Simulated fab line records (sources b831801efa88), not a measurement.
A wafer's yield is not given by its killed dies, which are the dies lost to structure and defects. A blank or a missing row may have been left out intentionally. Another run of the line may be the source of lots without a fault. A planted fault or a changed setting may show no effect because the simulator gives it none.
fab line records + flow sky130
record
- lots=11
- wafers=32
- last_day=50
route steps=708 shown POLY_CUT@317 SD_P@331 SD_N@354 LI_CONTACT@362
lots untouched by any fault: they come from a run of this same line in which no faults occurred
start_h: hours from the record's opening day to when the first of the lot's shown wafers began + wait_h: hours from the lot's prior step to this one + " as in the row above + L1.1+2: several wafers, shown together as one row + - no value, or no start given + * or withheld: withheld + < > ~ a bound
route shown NAME@n: a module of which the file shows steps, and the number in the route of the first + usual: the fault-free wafers' mean and standard deviation + same: alike in all rows + chamber/n: place in a boat + sites: each site's reading + _std_site: the values' standard deviation + _edge_site: inner sites' mean taken away from outer sites' mean + radius_mm: for every site, how far away it sits from the centre of the wafer + mask NAME#n: copy n + behind: the most recent tool/chamber to have shaped the wafer + hold: reason for holding the lot/hours on hold/outcome of the hold + device: transistor that didn't switch, given as n, p or np + end of line: tests run on the same wafers once the route is complete + a step with no rows: only its recipe + killed: not the wafer's yield, but the dies lost to structure and defects at the first sort + map: per-die view of a wafer (x killed, . not killed, _ where there is no die)
set.NAME: the setting as run; set.NAME@STEP: as run at that earlier step + model.NAME: the simulator's own value behind a step, which no gauge read
a sample of lots followed through the steps of the route, with each step as a table and each wafer as a row
services: when a tool's chamber went out of use (start_h, in hours from the record's first day, below 0 if earlier), for how many hours, and the reason
## steps
# step SKY_POLY_CUT_ETCH_10
# recipe
- chemistry=N2/H2
- target=BARC
- ion_energy_ev=200
- source_w=500
- bias_w=100
- pressure_mtorr=30
- n2_flow_sccm=100
- h2_flow_sccm=200
- stop_on=SiO2
- time_s=45.9
- target_depth_a=600
# usual
- drypump_motor_current_A=5.7/0.5
- oes_product_au=0.854/0.0048
- throttle_valve_pct=13.224/0.0089
| lot.wafer | tool        | chamber | start_h | wait_h | drypump_motor_current_A | oes_product_au | rf_hours_counter_h | throttle_valve_pct |
|-----------|-------------|---------|---------|--------|-------------------------|----------------|--------------------|--------------------|
| L671.1    | rie_diel-04 | 3       | 554.59  | 0.0    | 6.3                     | 0.853          | 26                 | 13.214             |
| L671.4    | "           | 1       | "       | "      | 5.4                     | 0.857          | -                  | 13.226             |
| L671.5    | "           | 3       | "       | "      | 6.3                     | 0.855          | -                  | 13.225             |
| L678.1    | rie_diel-01 | 2       | 618.28  | 0.0    | 6.4                     | 0.860          | 66                 | 13.222             |
| L678.5    | "           | 1       | "       | "      | 5.6                     | 0.849          | -                  | 13.233             |
| L680.3    | rie_diel-03 | 2       | 633.78  | 0.0    | 5.4                     | 0.855          | 46                 | 13.225             |
| L680.5    | "           | 2       | "       | "      | 5.5                     | 0.855          | -                  | 13.217             |
| L680.6    | "           | 1       | "       | "      | 6.3                     | 0.852          | -                  | 13.224             |
| L682.2    | rie_diel-01 | 3       | 662.84  | 0.0    | 5.9                     | 0.858          | 5                  | 13.219             |
| L682.4    | "           | 2       | "       | "      | 6.5                     | 0.855          | 0                  | 13.214             |
| L682.5    | "           | 0       | "       | "      | 4.8                     | 0.856          | -                  | 13.224             |
| L685.1    | rie_diel-03 | 1       | 674.29  | 0.0    | 6.3                     | 0.853          | 58                 | 13.231             |
| L685.4    | "           | 2       | "       | "      | 5.5                     | 0.854          | 47                 | 13.235             |
| L685.5    | "           | 0       | "       | "      | 5.5                     | 0.855          | -                  | 13.235             |
| L689.1    | rie_diel-01 | 2       | 706.18  | 0.0    | 6.5                     | 0.856          | 1                  | 13.218             |
| L689.2    | "           | 0       | "       | "      | 4.9                     | 0.849          | 4                  | 13.233             |
| L689.4    | "           | 1       | "       | "      | 5.6                     | 0.852          | 19                 | 13.218             |
| L690.1    | rie_diel-03 | 2       | 708.79  | 0.0    | 5.5                     | 0.852          | 48                 | 13.223             |
| L690.5    | "           | 0       | "       | "      | 5.4                     | 0.847          | -                  | 13.231             |
| L690.6    | "           | 2       | "       | "      | 5.4                     | 0.857          | -                  | 13.215             |
| L691.1    | rie_diel-03 | 3       | 713.33  | 0.0    | 5.5                     | 0.851          | 38                 | 13.244             |
| L691.3    | "           | 2       | "       | "      | 5.5                     | 0.857          | 49                 | 13.248             |
| L691.5    | "           | 3       | "       | "      | 5.5                     | 0.852          | -                  | 13.219             |
| L692.1    | rie_diel-03 | 0       | 725.44  | 0.0    | 5.4                     | 0.843          | 19                 | 13.214             |
| L692.4    | "           | 3       | "       | "      | 5.5                     | 0.852          | 38                 | 13.213             |
| L692.5    | "           | 2       | "       | "      | 5.5                     | 0.857          | -                  | 13.228             |
| L693.2    | rie_diel-04 | 0       | 726.83  | 0.0    | 4.9                     | 0.859          | 6                  | 13.240             |
| L693.3    | "           | 3       | "       | "      | 6.3                     | 0.852          | 30                 | 13.201             |
| L693.6    | "           | 3       | "       | "      | 6.3                     | 0.859          | -                  | 13.223             |
| L694.1    | rie_diel-01 | 2       | 737.93  | 0.0    | 6.5                     | 0.853          | 2                  | 13.222             |
| L694.3    | "           | 1       | "       | "      | 5.6                     | 0.854          | 20                 | 13.233             |
| L694.6    | "           | 2       | "       | "      | 6.5                     | 0.864          | -                  | 13.228             |
# step SKY_SD_P_TW_MEAS_11
# usual
- SD_P_TW=2857/27
| lot.wafer | tool          | chamber | start_h | wait_h | SD_P_TW |
|-----------|---------------|---------|---------|--------|---------|
| L671.1    | film_metro-04 | -       | 584.48  | 0.1    | 2883    |
| L671.4    | "             | -       | "       | "      | 2880    |
| L671.5    | "             | -       | "       | "      | 2896    |
| L678.1    | film_metro-04 | -       | 646.53  | 0.1    | 2853    |
| L678.5    | "             | -       | "       | "      | 2863    |
| L680.3    | film_metro-04 | -       | 662.96  | 0.1    | 2877    |
| L680.5    | "             | -       | "       | "      | 2880    |
| L680.6    | "             | -       | "       | "      | 2886    |
| L682.2    | film_metro-02 | -       | 691.45  | 0.1    | 2829    |
| L682.4    | "             | -       | "       | "      | 2825    |
| L682.5    | "             | -       | "       | "      | 2827    |
| L685.1    | film_metro-04 | -       | 702.44  | 0.1    | 2876    |
| L685.4    | "             | -       | "       | "      | 2889    |
| L685.5    | "             | -       | "       | "      | 2884    |
| L689.1    | film_metro-02 | -       | 734.79  | 0.1    | 2824    |
| L689.2    | "             | -       | "       | "      | 2815    |
| L689.4    | "             | -       | "       | "      | 2834    |
| L690.1    | film_metro-04 | -       | 736.53  | 0.1    | 2878    |
| L690.5    | "             | -       | "       | "      | 2882    |
| L690.6    | "             | -       | "       | "      | 2884    |
| L691.1    | film_metro-04 | -       | 741.79  | 0.1    | 2893    |
| L691.3    | "             | -       | "       | "      | 2895    |
| L691.5    | "             | -       | "       | "      | 2891    |
| L692.1    | film_metro-04 | -       | 753.33  | 0.1    | 2879    |
| L692.4    | "             | -       | "       | "      | 2870    |
| L692.5    | "             | -       | "       | "      | 2875    |
| L693.2    | film_metro-04 | -       | 754.48  | 0.1    | 2862    |
| L693.3    | "             | -       | "       | "      | 2876    |
| L693.6    | "             | -       | "       | "      | 2886    |
| L694.1    | film_metro-04 | -       | 765.31  | 0.1    | 2878    |
| L694.3    | "             | -       | "       | "      | 2879    |
| L694.6    | "             | -       | "       | "      | 2873    |
# step SKY_SD_N_TW_MEAS_12
# usual
- SD_N_TW=4024/35
| lot.wafer | tool          | chamber | start_h | wait_h | SD_N_TW |
|-----------|---------------|---------|---------|--------|---------|
| L671.1    | film_metro-01 | -       | 643.72  | 0.1    | 3996    |
| L671.4    | "             | -       | "       | "      | 3984    |
| L671.5    | "             | -       | "       | "      | 3980    |
| L678.1    | film_metro-04 | -       | 703.27  | 0.1    | 4053    |
| L678.5    | "             | -       | "       | "      | 4056    |
| L680.3    | film_metro-04 | -       | 719.39  | 0.1    | 4069    |
| L680.5    | "             | -       | "       | "      | 4049    |
| L680.6    | "             | -       | "       | "      | 4049    |
| L682.2    | film_metro-04 | -       | 746.54  | 0.1    | 4072    |
| L682.4    | "             | -       | "       | "      | 4058    |
| L682.5    | "             | -       | "       | "      | 4046    |
| L685.1    | film_metro-04 | -       | 757.58  | 0.1    | 4040    |
| L685.4    | "             | -       | "       | "      | 4080    |
| L685.5    | "             | -       | "       | "      | 4047    |
| L689.1    | film_metro-04 | -       | 787.23  | 0.1    | 4050    |
| L689.2    | "             | -       | "       | "      | 4040    |
| L689.4    | "             | -       | "       | "      | 4065    |
| L690.1    | film_metro-02 | -       | 789.78  | 0.1    | 4001    |
| L690.5    | "             | -       | "       | "      | 4003    |
| L690.6    | "             | -       | "       | "      | 4002    |
| L691.1    | film_metro-02 | -       | 796.00  | 0.1    | 4003    |
| L691.3    | "             | -       | "       | "      | 4005    |
| L691.5    | "             | -       | "       | "      | 4016    |
| L692.1    | film_metro-01 | -       | 805.93  | 0.1    | 4008    |
| L692.4    | "             | -       | "       | "      | 3997    |
| L692.5    | "             | -       | "       | "      | 4001    |
| L693.2    | film_metro-01 | -       | 807.09  | 0.1    | 4006    |
| L693.3    | "             | -       | "       | "      | 4010    |
| L693.6    | "             | -       | "       | "      | 4006    |
| L694.1    | film_metro-01 | -       | 817.38  | 0.1    | 3979    |
| L694.3    | "             | -       | "       | "      | 3984    |
| L694.6    | "             | -       | "       | "      | 3995    |
# step SKY_LI_CONTACT_HDPCVD_00
# recipe
- material=PSG
- target_thk_nm=930
- sigma_open_frac=0.3
- time_s=155
- temp_c=600
- sih4_flow_sccm=60
- pressure_mtorr=6
# usual
- run_length_s=183.1/0.33
| lot.wafer | tool      | chamber | start_h | wait_h | run_length_s |
|-----------|-----------|---------|---------|--------|--------------|
| L671.1    | hdpcvd-01 | 2       | 644.39  | 0.0    | 182.7        |
| L671.4    | "         | 0       | "       | "      | 182.8        |
| L671.5    | "         | 2       | "       | "      | 183.3        |
| L678.1    | hdpcvd-02 | 2       | 703.93  | 0.0    | 231.0        |
| L678.5    | "         | 1       | "       | "      | 230.3        |
| L680.3    | hdpcvd-02 | 1       | 720.03  | 0.0    | 183.3        |
| L680.5    | "         | 1       | "       | "      | 230.4        |
| L680.6    | "         | 2       | "       | "      | 183.2        |
| L682.2    | hdpcvd-02 | 1       | 747.20  | 0.0    | 183.6        |
| L682.4    | "         | 2       | "       | "      | 183.4        |
| L682.5    | "         | 1       | "       | "      | 230.9        |
| L685.1    | hdpcvd-01 | 0       | 758.24  | 0.0    | 182.8        |
| L685.4    | "         | 1       | "       | "      | 183.0        |
| L685.5    | "         | 0       | "       | "      | 182.9        |
| L689.1    | hdpcvd-01 | 0       | 787.89  | 0.0    | 182.9        |
| L689.2    | "         | 2       | "       | "      | 183.1        |
| L689.4    | "         | 2       | "       | "      | 183.0        |
| L690.1    | hdpcvd-01 | 2       | 790.50  | 0.0    | 183.0        |
| L690.5    | "         | 1       | "       | "      | 184.0        |
| L690.6    | "         | 2       | "       | "      | 183.0        |
| L691.1    | hdpcvd-01 | 0       | 796.66  | 0.0    | 183.1        |
| L691.3    | "         | 1       | "       | "      | 183.3        |
| L691.5    | "         | 0       | "       | "      | 183.1        |
| L692.1    | hdpcvd-02 | 0       | 806.65  | 0.0    | 182.6        |
| L692.4    | "         | 1       | "       | "      | 183.1        |
| L692.5    | "         | 0       | "       | "      | 182.6        |
| L693.2    | hdpcvd-02 | 1       | 807.74  | 0.0    | 182.9        |
| L693.3    | "         | 0       | "       | "      | 182.6        |
| L693.6    | "         | 2       | "       | "      | 183.3        |
| L694.1    | hdpcvd-01 | 2       | 818.12  | 0.0    | 183.2        |
| L694.3    | "         | 0       | "       | "      | 182.8        |
| L694.6    | "         | 1       | "       | "      | 183.0        |
# step SKY_LI_CONTACT_THK_MEAS_01
# recipe
- reads=PSG_of_LI_CONTACT_HDPCVD_00
# usual
- LI_CONTACT_HDPCVD_THK=928/7.9
| lot.wafer | tool          | chamber | start_h | wait_h | hold                     | LI_CONTACT_HDPCVD_THK[nm] |
|-----------|---------------|---------|---------|--------|--------------------------|---------------------------|
| L671.1    | film_metro-02 | -       | 644.49  | 0.1    | -                        | 931                       |
| L671.4    | "             | -       | "       | "      | -                        | 925                       |
| L671.5    | "             | -       | "       | "      | -                        | 922                       |
| L678.1    | film_metro-01 | -       | 704.03  | 0.1    | await_dispo/0.2h/release | 1207                      |
| L678.5    | "             | -       | "       | "      | await_dispo/0.2h/release | 1206                      |
| L678.1    | film_metro-01 | -       | 704.26  | 0.2    | -                        | 1207                      |
| L678.5    | "             | -       | "       | "      | -                        | 1207                      |
| L680.3    | film_metro-02 | -       | 720.15  | 0.1    | await_dispo/0.2h/release | 921                       |
| L680.5    | "             | -       | "       | "      | await_dispo/0.2h/release | 1209                      |
| L680.6    | "             | -       | "       | "      | await_dispo/0.2h/release | 929                       |
| L680.3    | film_metro-02 | -       | 720.38  | 0.2    | -                        | 922                       |
| L680.5    | "             | -       | "       | "      | -                        | 1210                      |
| L680.6    | "             | -       | "       | "      | -                        | 930                       |
| L682.2    | film_metro-02 | -       | 747.31  | 0.1    | await_dispo/0.2h/release | 923                       |
| L682.4    | "             | -       | "       | "      | await_dispo/0.2h/release | 930                       |
| L682.5    | "             | -       | "       | "      | await_dispo/0.2h/release | 1207                      |
| L682.2    | film_metro-02 | -       | 747.54  | 0.2    | -                        | 923                       |
| L682.4    | "             | -       | "       | "      | -                        | 931                       |
| L682.5    | "             | -       | "       | "      | -                        | 1207                      |
| L685.1    | film_metro-01 | -       | 758.34  | 0.1    | -                        | 923                       |
| L685.4    | "             | -       | "       | "      | -                        | 939                       |
| L685.5    | "             | -       | "       | "      | -                        | 916                       |
| L689.1    | film_metro-04 | -       | 787.99  | 0.1    | -                        | 924                       |
| L689.2    | "             | -       | "       | "      | -                        | 929                       |
| L689.4    | "             | -       | "       | "      | -                        | 926                       |
| L690.1    | film_metro-01 | -       | 790.60  | 0.1    | -                        | 934                       |
| L690.5    | "             | -       | "       | "      | -                        | 944                       |
| L690.6    | "             | -       | "       | "      | -                        | 938                       |
| L691.1    | film_metro-02 | -       | 796.76  | 0.1    | -                        | 942                       |
| L691.3    | "             | -       | "       | "      | -                        | 939                       |
| L691.5    | "             | -       | "       | "      | -                        | 941                       |
| L692.1    | film_metro-04 | -       | 806.75  | 0.1    | -                        | 928                       |
| L692.4    | "             | -       | "       | "      | -                        | 939                       |
| L692.5    | "             | -       | "       | "      | -                        | 933                       |
| L693.2    | film_metro-04 | -       | 807.85  | 0.1    | -                        | 910                       |
| L693.3    | "             | -       | "       | "      | -                        | 916                       |
| L693.6    | "             | -       | "       | "      | -                        | 921                       |
| L694.1    | film_metro-01 | -       | 818.22  | 0.1    | -                        | 933                       |
| L694.3    | "             | -       | "       | "      | -                        | 931                       |
| L694.6    | "             | -       | "       | "      | -                        | 929                       |
# step SKY_LI_CONTACT_CMP_02
# recipe
- material=PSG
- down_force_psi=4
- platen_rpm=60
- pad_velocity_m_s=0.94248
# usual
- motor_current_A=12.3/1.8
- time_to_endpoint_s=31.5/2.6
| lot.wafer | tool   | chamber | start_h | wait_h | hold                     | motor_current_A | time_to_endpoint_s |
|-----------|--------|---------|---------|--------|--------------------------|-----------------|--------------------|
| L671.4    | cmp-02 | 2       | 644.55  | 0.0    | -                        | 13.8            | 37.4               |
| L671.1    | "      | 0       | "       | "      | -                        | 11.3            | 34.1               |
| L671.5    | "      | 3       | "       | "      | -                        | 10.1            | 30.3               |
| L678.1    | cmp-01 | 0       | 707.32  | 3.1    | await_dispo/2.5h/release | 9.7             | 59.2               |
| L678.5    | "      | 1       | "       | "      | await_dispo/2.5h/release | 11.6            | 61.6               |
| L680.3    | cmp-01 | 3       | 723.35  | 3.0    | await_dispo/2.4h/release | 15.0            | 28.8               |
| L680.5    | "      | 2       | "       | "      | await_dispo/2.4h/release | 11.3            | 61.5               |
| L680.6    | "      | 3       | "       | "      | await_dispo/2.4h/release | 16.0            | 31.5               |
| L682.2    | cmp-01 | 1       | 753.97  | 6.4    | await_dispo/5.0h/release | 11.2            | 31.7               |
| L682.4    | "      | 2       | "       | "      | await_dispo/5.0h/release | 11.9            | 30.7               |
| L682.5    | "      | 3       | "       | "      | await_dispo/5.0h/release | 14.9            | 58.5               |
| L685.1    | cmp-01 | 0       | 758.40  | 0.1    | -                        | 10.6            | 27.6               |
| L685.4    | "      | 3       | "       | "      | -                        | 15.0            | 32.8               |
| L685.5    | "      | 1       | "       | "      | -                        | 12.0            | 29.6               |
| L689.4    | cmp-02 | 3       | 788.20  | 0.2    | -                        | 10.9            | 27.5               |
| L689.2    | "      | 0       | "       | "      | -                        | 11.3            | 27.7               |
| L689.1    | "      | 1       | "       | "      | -                        | 13.0            | 26.3               |
| L690.1    | cmp-02 | 0       | 790.71  | 0.1    | -                        | 11.0            | 26.9               |
| L690.6    | "      | 3       | "       | "      | -                        | 10.6            | 26.0               |
| L690.5    | "      | 0       | "       | "      | -                        | 11.4            | 29.6               |
| L691.3    | cmp-01 | 0       | 796.92  | 0.1    | -                        | 10.2            | 31.9               |
| L691.1    | "      | 1       | "       | "      | -                        | 12.1            | 34.8               |
| L691.5    | "      | 2       | "       | "      | -                        | 11.4            | 31.9               |
| L692.4    | cmp-02 | 2       | 806.86  | 0.1    | -                        | 15.3            | 34.6               |
| L692.1    | "      | 0       | "       | "      | -                        | 11.4            | 29.3               |
| L692.5    | "      | 1       | "       | "      | -                        | 12.7            | 30.6               |
| L693.2    | cmp-02 | 1       | 807.90  | 0.0    | -                        | 12.7            | 26.7               |
| L693.3    | "      | 2       | "       | "      | -                        | 14.2            | 31.9               |
| L693.6    | "      | 1       | "       | "      | -                        | 12.3            | 31.3               |
| L694.3    | cmp-01 | 0       | 818.33  | 0.1    | -                        | 10.5            | 29.0               |
| L694.1    | "      | 1       | "       | "      | -                        | 12.0            | 34.1               |
| L694.6    | "      | 3       | "       | "      | -                        | 15.2            | 28.6               |
## services
| tool        | chamber | start_h | hours | kind   |
|-------------|---------|---------|-------|--------|
| cmp-01      | -       | 540.09  | 0.7   | repair |
| cmp-01      | -       | 545.49  | 0.5   | repair |
| hdpcvd-01   | 1       | 556.26  | 5.7   | repair |
| cmp-02      | -       | 559.67  | 1.8   | repair |
| cmp-01      | -       | 562.70  | 0.8   | repair |
| cmp-01      | -       | 572.00  | 4.0   | pm     |
| cmp-01      | -       | 587.77  | 2.8   | repair |
| hdpcvd-01   | -       | 590.66  | 2.8   | pm     |
| hdpcvd-01   | 2       | 611.68  | 1.9   | repair |
| rie_diel-03 | 1       | 613.29  | 5.2   | repair |
| cmp-02      | -       | 621.62  | 0.4   | repair |
| cmp-01      | -       | 655.98  | 2.1   | repair |
| rie_diel-03 | 2       | 658.10  | 6.6   | repair |
| hdpcvd-01   | -       | 671.83  | 5.5   | pm     |
| cmp-02      | -       | 672.40  | 4.3   | repair |
| cmp-02      | -       | 713.04  | 6.6   | pm     |
| cmp-02      | -       | 719.64  | 3.6   | pm     |
| cmp-02      | -       | 726.72  | 1.1   | repair |
| cmp-02      | -       | 729.26  | 1.3   | repair |
| cmp-02      | -       | 741.19  | 2.8   | repair |
| cmp-02      | -       | 744.09  | 4.0   | pm     |
| cmp-01      | -       | 746.49  | 0.5   | repair |
| cmp-01      | -       | 749.32  | 4.5   | pm     |
| cmp-01      | -       | 802.63  | 6.8   | repair |
## key
first_sign
- step=SKY_LI_CONTACT_HDPCVD_00
- reading=run_length_s
- direction=up
- sigmas=99+
- usual=*
- struck=*
effect
- step=SKY_LI_CONTACT_THK_MEAS_01
- reading=visit
- direction=added
effect
- step=SKY_LI_CONTACT_THK_MEAS_01
- reading=LI_CONTACT_HDPCVD_THK
- direction=up
- sigmas=35
- usual=928
- struck=1207
effect
- step=SKY_LI_CONTACT_CMP_02
- reading=time_to_endpoint_s
- direction=up
- sigmas=11
- usual=*
- struck=*
met_at SKY_LI_CONTACT_HDPCVD_00
struck_lots L678,L680,L682
struck_wafers L678.1,L678.5,L680.5,L682.5
tester_left_out L678,L680,L682
not_acting_at SKY_POLY_CUT_ETCH_10,SKY_SD_P_TW_MEAS_11,SKY_SD_N_TW_MEAS_12
fault
- kind=process_parameter_drift
- tool=hdpcvd-02
- chamber=-
- onset_h=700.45
- steps=SKY_LI_CONTACT_HDPCVD_00
- channel=time_s
- offset=*
- shape=step
- end_h=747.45
- scope=struck_wafers_only
- acts_in=*
- stated=*
# tester_left_out: of these lots the tester's yield and bins aren't shown, on N5 and GAA mostly nor the transistor test; their killed dies are dies lost to structure and defects alone, not to doping, threshold or leakage, so they don't give the yield
